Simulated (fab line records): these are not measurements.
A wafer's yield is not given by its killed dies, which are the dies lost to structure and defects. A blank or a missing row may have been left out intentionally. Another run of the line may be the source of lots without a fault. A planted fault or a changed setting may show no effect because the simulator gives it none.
Matching of chambers    flow sky130    pecvd-04 running SKY_CAPM_CVD_00: 3 sister chambers
The step deposits SiO2, target thk 15.5 nm. 6 wafers are shown with their chamber, then 8 later ones without.

WAFERS PAIRED WITH THEIR CHAMBERS
wafer   chamber  heater power w (W)  heater power outer w (W)
L081.1  0        746                 433
L081.6  0        733                 421
L086.1  1        740                 409
L086.3  2        537                 291
L086.4  2        528                 282
L091.1  1        774                 436

WAFERS WHOSE CHAMBER IS MISSING
wafer   heater power w (W)  heater power outer w (W)
L091.2  587                 321
L091.3  731                 443
L092.2  716                 438
L092.3  570                 319
L092.5  796                 453
L094.2  732                 428
L094.3  802                 454
L094.4  710                 448

CHAMBER TAKEN BY EACH
wafer   from the rows above      in truth
L091.2  2                        2
L091.3  can't be placed: 0 or 1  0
L092.2  can't be placed: 0 or 1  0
L092.3  2                        2
L092.5  can't be placed: 1 or 0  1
L094.2  can't be placed: 0 or 1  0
L094.3  can't be placed: 1 or 0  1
L094.4  can't be placed: 0 or 1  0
2 of 8 placed correctly. Cannot be placed on the basis of these rows: 6; the candidates contain the true chamber in 6. 0 placed wrongly.
How it was worked out, from the rows above alone: a wafer's distance from a chamber is the root of the sum, over the readings, of the square of ((its reading less the chamber's mean) divided by the reading's scatter). If the next closest chamber is less than 2 further off than the closest, the wafer can't be placed; otherwise it belongs to the closest. The mean given for a chamber averages the wafers shown for that chamber. The scatter is the square root of a quotient: the sum, over the shown wafers, of each reading's squared deviation from its chamber's mean, divided by wafers minus chambers.
